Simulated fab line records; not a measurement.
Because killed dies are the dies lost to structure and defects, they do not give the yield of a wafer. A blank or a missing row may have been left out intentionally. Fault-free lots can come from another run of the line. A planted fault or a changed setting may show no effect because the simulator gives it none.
Comparing a struck lot with a sound one | flow sky130 | 25 steps out of a route of 708
Sound: wafers L958.1, L958.4, L958.6. Wafers struck: L968.1, L968.2, L968.6. At the end, the cause is stated.
Each step with rows lists, per side, the tool, then ch with its chambers, then its first start. Under that, the readings that differ: sound wafers | struck wafers | difference of the means | sigmas: that difference in standard deviations of wafers without a fault.
alike: a reading whose means differ by less than 2 such deviations, as well as words and numbers matching on both sides. not compared: withheld readings; readings where some wafer has no value; bounds like >300 that might hide an equal value; numbers whose values overlap and for which the record gives no deviation.
A row with sigmas, a row that says differs or no value, or rows on one side alone: a step with any of these is where the two part. Non-overlapping numbers with no deviation appear without sigmas and do not part them. A reading that every wafer of one side lacks parts them only if that side has two wafers or more.

SKY_VIA3_SPUTTER_20: material TiN, target thk 20 nm, time 80 s.
  struck on pvd sputter-01, day 43 08:05; sound on pvd sputter-02, day 40 00:59
  alike: cathode dc power W, chamber pressure pa, throttle valve pct
then, 1 step without rows for these wafers: SKY_VIA3_CVD_21 (deposits W, target thk 390 nm, time 117.31 s).
SKY_VIA3_RS_MEAS_22: uses a four-point probe to measure.
  struck on film metro-04, day 43 08:23; sound on film metro-01, day 40 01:10
  alike: VIA3_W_RS
SKY_VIA3_THK_MEAS_23: measures by xrf.
  struck on film metro-04, day 43 08:30; sound on film metro-01, day 40 01:17
  alike: VIA3_W_THK
SKY_VIA3_CMP_24: polishes, stops on SiO2, t overpolish 20 s, target thk 0 nm.
  sound on cmp-02 ch 0,1,2, day 40 03:47; struck on cmp-02 ch 0,1,3, day 43 08:41
  alike: motor current A, overpolish run s, slurry filter dp kPa, time to endpoint s
SKY_METAL4_SPUTTER_00: material Ti, target thk 15 nm, time 10 s.
  struck on pvd sputter-01, day 43 08:56; sound on pvd sputter-04, day 40 04:05
  alike: cathode dc power W, chamber pressure pa, throttle valve pct
then, 3 steps without rows for these wafers: SKY_METAL4_SPUTTER_01 (material TiN, target thk 20 nm, time 16.7 s); SKY_METAL4_SPUTTER_02 (material AlCu, target thk 735 nm, time 39.1 s); SKY_METAL4_SPUTTER_03 (material Ti, target thk 5 nm, time 3.3 s).
SKY_METAL4_SPUTTER_04: material TiN, target thk 70 nm, time 58.3 s.
  struck on pvd sputter-01, day 43 09:03; sound on pvd sputter-04, day 40 04:11
  alike: cathode dc power W, chamber pressure pa, throttle valve pct
then, 1 step without rows for these wafers: SKY_CAP2M_CVD_00 (deposits SiO2, target thk 15.5 nm).
SKY_CAP2M_THK_MEAS_01:
  struck on film metro-03, day 43 09:08; sound on film metro-02, day 40 04:15
  alike: CAP2M_CVD_00_THK
SKY_CAP2M_SPUTTER_02: material TiN, target thk 200 nm, time 166.7 s.
  struck on pvd sputter-03, day 43 09:11; sound on pvd sputter-03, day 40 04:19
  no value came back on the struck wafers for cathode dc power W (W), chamber pressure pa (Pa), throttle valve pct (%); on the sound wafers cathode dc power W (W) reads 6499.2 6500.3 6500.4
SKY_CAP2M_RS_MEAS_03: uses a four-point probe to measure.
  struck on film metro-02, day 43 09:18; sound on film metro-03, day 40 04:25
  reading               | sound          | struck | difference                    | sigmas
  CAP2M_TIN_RS (ohm/sq) | 6.88 6.93 6.92 | - - -  | no value on the struck wafers |
SKY_CAP2M_THK_MEAS_04: measures by xrf.
  struck on film metro-02, day 43 09:25; sound on film metro-03, day 40 04:32
  reading            | sound             | struck         | difference | sigmas
  CAP2M_TIN_THK (nm) | 201.7 199.9 201.5 | <0.0 <0.0 <0.0 | differs    |
then, 7 steps without rows for these wafers: SKY_CAP2M_DEHYDRATE_05 (time 60 s); SKY_CAP2M_HMDS_06 (prime time 60 s); SKY_CAP2M_COAT_07 (resist thk 1140 nm); SKY_CAP2M_SOFTBAKE_08 (time 60 s); SKY_CAP2M_EXPOSE_09 (exposes mask CAP2M, target cd 1000 nm); SKY_CAP2M_PEB_10; SKY_CAP2M_DEVELOP_11 (develop time 60 s).
SKY_CAP2M_OVL_MEAS_12:
  struck on overlay-02, day 44 07:38; sound on overlay-01, day 41 03:59
  alike: CAP2M_OVL
SKY_CAP2M_METAL_ETCH_13: etches TiN in Cl2/BCl3, stops on SiO2, target depth 220 nm, time 62.9 s.
  sound on rie metal-04 ch 0,1, day 41 04:01; struck on rie metal-01 ch 0,1, day 44 07:40
  reading                | sound                | struck               | difference | sigmas
  oes product au (a.u.)  | 0.944 0.951 0.945    | 0.375 0.375 0.381    | -0.570     | -84
  throttle valve pct (%) | 21.895 21.897 21.903 | 22.271 22.260 22.265 | +0.367     | +38
  alike: bias w, drypump motor current A
  not compared: rf hours counter h
SKY_CAP2M_STRIP_14: strips in O2/N2.
  sound on plasma asher-03 ch 0, day 41 04:06; struck on plasma asher-02 ch 0,1, day 44 07:45
  reading                      | sound             | struck            | difference | sigmas
  strip time to endpoint s (s) | 12.59 12.64 12.62 | 12.71 12.71 12.68 | +0.08      | +2
  alike: drypump motor current A, o2 flow sccm, oes product au
  not compared: rf hours counter h

== WHERE THEY PART ==
Earliest at SKY_CAP2M_SPUTTER_02; latest, in this record, at SKY_CAP2M_STRIP_14.

WHY: whatever the simulator had introduced
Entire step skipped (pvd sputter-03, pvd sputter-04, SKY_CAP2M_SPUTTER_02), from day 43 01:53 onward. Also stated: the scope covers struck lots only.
